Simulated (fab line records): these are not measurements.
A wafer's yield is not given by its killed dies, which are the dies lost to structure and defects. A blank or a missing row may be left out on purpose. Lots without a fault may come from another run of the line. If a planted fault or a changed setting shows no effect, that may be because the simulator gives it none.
Which of the tools did it? / flow gf180mcu / 14 lots with 42 wafers sampled at 3 steps, on a route of 602 steps

== WHAT EACH GAUGE READ, for each wafer ==
GF_VT_IMPLANT_TW_MEAS_10.
lot=L899; measured=day 5 22:41; on=film-metro-04; VT_IMPLANT_TW=571 574 571
lot=L900; measured=day 6 02:37; on=film-metro-04; VT_IMPLANT_TW=574 569 573
lot=L901; measured=day 6 04:30; on=film-metro-02; VT_IMPLANT_TW=561 562 560
lot=L902; measured=day 6 17:40; on=film-metro-04; VT_IMPLANT_TW=572 576 575
lot=L903; measured=day 6 21:06; on=film-metro-02; VT_IMPLANT_TW=566 561 565
lot=L904; measured=day 7 09:30; on=film-metro-02; VT_IMPLANT_TW=558 559 558
lot=L905; measured=day 7 14:43; on=film-metro-04; VT_IMPLANT_TW=569 569 569
lot=L906; measured=day 7 22:35; on=film-metro-02; VT_IMPLANT_TW=559 560 561
lot=L909; measured=day 8 15:28; on=film-metro-01; VT_IMPLANT_TW=554 556 554
lot=L916; measured=day 10 07:26; on=film-metro-04; VT_IMPLANT_TW=574 576 578
lot=L917; measured=day 10 15:10; on=film-metro-02; VT_IMPLANT_TW=555 560 557
lot=L918; measured=day 10 15:34; on=film-metro-01; VT_IMPLANT_TW=559 558 559
lot=L920; measured=day 11 10:23; on=film-metro-02; VT_IMPLANT_TW=564 562 564
lot=L921; measured=day 11 12:28; on=film-metro-01; VT_IMPLANT_TW=557 559 561

GF_VT_IMPLANT_OVL_MEAS_29.
lot=L899; measured=day 7 03:11; on=overlay-02; VT_IMPLANT_02_OVL (nm)=1.4 -0.7 -0.2
lot=L900; measured=day 7 07:41; on=overlay-02; VT_IMPLANT_02_OVL (nm)=1.1 1.2 1.2
lot=L901; measured=day 7 10:09; on=overlay-01; VT_IMPLANT_02_OVL (nm)=-0.9 -1.5 -1.3
lot=L902; measured=day 8 00:29; on=overlay-02; VT_IMPLANT_02_OVL (nm)=-0.5 -1.4 -0.3
lot=L903; measured=day 8 04:36; on=overlay-02; VT_IMPLANT_02_OVL (nm)=-0.6 -1.3 -1.2
lot=L904; measured=day 8 16:48; on=overlay-01; VT_IMPLANT_02_OVL (nm)=0.5 -0.9 -0.6
lot=L905; measured=day 8 22:59; on=overlay-02; VT_IMPLANT_02_OVL (nm)=-0.6 0.6 0.4
lot=L906; measured=day 9 07:17; on=overlay-02; VT_IMPLANT_02_OVL (nm)=1.9 1.2 2.4
lot=L909; measured=day 10 01:23; on=overlay-01; VT_IMPLANT_02_OVL (nm)=-0.9 -0.7 -1.6
lot=L916; measured=day 11 20:32; on=overlay-01; VT_IMPLANT_02_OVL (nm)=-0.1 -1.2 -1.3
lot=L917; measured=day 12 04:32; on=overlay-02; VT_IMPLANT_02_OVL (nm)=-2.1 -1.7 0.5
lot=L918; measured=day 12 05:08; on=overlay-02; VT_IMPLANT_02_OVL (nm)=1.5 1.1 0.3
lot=L920; measured=day 13 00:38; on=overlay-02; VT_IMPLANT_02_OVL (nm)=0.3 0.7 -0.3
lot=L921; measured=day 13 02:23; on=overlay-01; VT_IMPLANT_02_OVL (nm)=-0.4 0.1 -2.7

== TOOL THAT RAN EACH LOT (tool first, then ch and the chambers of the sampled wafers, then the start) ==
lot=L899; GF_LVPWELL_STRIP_10=plasma-asher-03 ch 0,1, day 4 05:49
lot=L900; GF_LVPWELL_STRIP_10=plasma-asher-03 ch 0,1, day 4 09:10
lot=L901; GF_LVPWELL_STRIP_10=plasma-asher-01 ch 0,1, day 4 11:06
lot=L902; GF_LVPWELL_STRIP_10=plasma-asher-01 ch 0,1, day 4 22:40
lot=L903; GF_LVPWELL_STRIP_10=plasma-asher-01 ch 0,1, day 5 01:24
lot=L904; GF_LVPWELL_STRIP_10=plasma-asher-02 ch 0,1, day 5 13:12
lot=L905; GF_LVPWELL_STRIP_10=plasma-asher-01 ch 0,1, day 5 18:00
lot=L906; GF_LVPWELL_STRIP_10=plasma-asher-02 ch 0,1, day 6 01:19
lot=L909; GF_LVPWELL_STRIP_10=plasma-asher-01 ch 0,1, day 6 17:07
lot=L916; GF_LVPWELL_STRIP_10=plasma-asher-02 ch 0,1, day 8 04:50
lot=L917; GF_LVPWELL_STRIP_10=plasma-asher-03 ch 1, day 8 09:58
lot=L918; GF_LVPWELL_STRIP_10=plasma-asher-02 ch 0,1, day 8 11:37
lot=L920; GF_LVPWELL_STRIP_10=plasma-asher-01 ch 0,1, day 9 03:11
lot=L921; GF_LVPWELL_STRIP_10=plasma-asher-01 ch 0,1, day 9 05:49
- GF_LVPWELL_STRIP_10: strips in O2/N2.

== WHAT THE TOOLS THEMSELVES READ (means of the sampled wafers that have a number; where no wafer has one, the mark that the record gives instead) ==
GF_LVPWELL_STRIP_10.
lot=L899; tool=plasma-asher-03; drypump-motor-current-A (A)=6.07; heater-power-w (W)=337; oes-product-au (a.u.)=0.722; strip-time-to-endpoint-s (s)=36.91
lot=L900; tool=plasma-asher-03; drypump-motor-current-A (A)=5.89; heater-power-w (W)=365; oes-product-au (a.u.)=0.723; strip-time-to-endpoint-s (s)=36.95
lot=L901; tool=plasma-asher-01; drypump-motor-current-A (A)=6.17; heater-power-w (W)=320; oes-product-au (a.u.)=0.724; strip-time-to-endpoint-s (s)=36.89
lot=L902; tool=plasma-asher-01; drypump-motor-current-A (A)=6.17; heater-power-w (W)=321; oes-product-au (a.u.)=0.721; strip-time-to-endpoint-s (s)=36.98
lot=L903; tool=plasma-asher-01; drypump-motor-current-A (A)=6.19; heater-power-w (W)=316; oes-product-au (a.u.)=0.721; strip-time-to-endpoint-s (s)=36.95
lot=L904; tool=plasma-asher-02; drypump-motor-current-A (A)=6.12; heater-power-w (W)=339; oes-product-au (a.u.)=0.724; strip-time-to-endpoint-s (s)=36.86
lot=L905; tool=plasma-asher-01; drypump-motor-current-A (A)=6.18; heater-power-w (W)=322; oes-product-au (a.u.)=0.721; strip-time-to-endpoint-s (s)=36.88
lot=L906; tool=plasma-asher-02; drypump-motor-current-A (A)=6.12; heater-power-w (W)=343; oes-product-au (a.u.)=0.725; strip-time-to-endpoint-s (s)=36.86
lot=L909; tool=plasma-asher-01; drypump-motor-current-A (A)=6.01; heater-power-w (W)=329; oes-product-au (a.u.)=0.722; strip-time-to-endpoint-s (s)=36.82
lot=L916; tool=plasma-asher-02; drypump-motor-current-A (A)=6.14; heater-power-w (W)=336; oes-product-au (a.u.)=0.719; strip-time-to-endpoint-s (s)=36.98
lot=L917; tool=plasma-asher-03; drypump-motor-current-A (A)=5.72; heater-power-w (W)=369; oes-product-au (a.u.)=0.721; strip-time-to-endpoint-s (s)=37.11
lot=L918; tool=plasma-asher-02; drypump-motor-current-A (A)=6.13; heater-power-w (W)=338; oes-product-au (a.u.)=0.726; strip-time-to-endpoint-s (s)=36.97
lot=L920; tool=plasma-asher-01; drypump-motor-current-A (A)=5.99; heater-power-w (W)=325; oes-product-au (a.u.)=0.726; strip-time-to-endpoint-s (s)=36.93
lot=L921; tool=plasma-asher-01; drypump-motor-current-A (A)=5.99; heater-power-w (W)=330; oes-product-au (a.u.)=0.725; strip-time-to-endpoint-s (s)=37.15

== THE ANSWER, worked out from the rows above alone ==
Rule: what is usual is taken from the lots themselves. The widest of any qualifying gaps counts: lots, ordered by their means at a reading, are off when they make up no more than a third of the lots, leave a main group of 4 or more, and stand apart from it by 3 or more times the standard deviation of that group's means. A main group whose means are all the same, to the digits that the tables above print for the reading, isn't used. Also off: a lot with no number at a reading for which 4 or more lots have one. Where the step has rows for the other lots, those lots are counted as sound. First the gauges in route order, then the tools' own readings, where a lot's mean is used as printed above. The first step at which some lot is off is used, and at that step the reading that is off furthest; a lot without a number counts as furthest.
Across all readings shown, no lot is off: no conclusion can be drawn from this.

== WHAT THE SIMULATOR PUT IN ==
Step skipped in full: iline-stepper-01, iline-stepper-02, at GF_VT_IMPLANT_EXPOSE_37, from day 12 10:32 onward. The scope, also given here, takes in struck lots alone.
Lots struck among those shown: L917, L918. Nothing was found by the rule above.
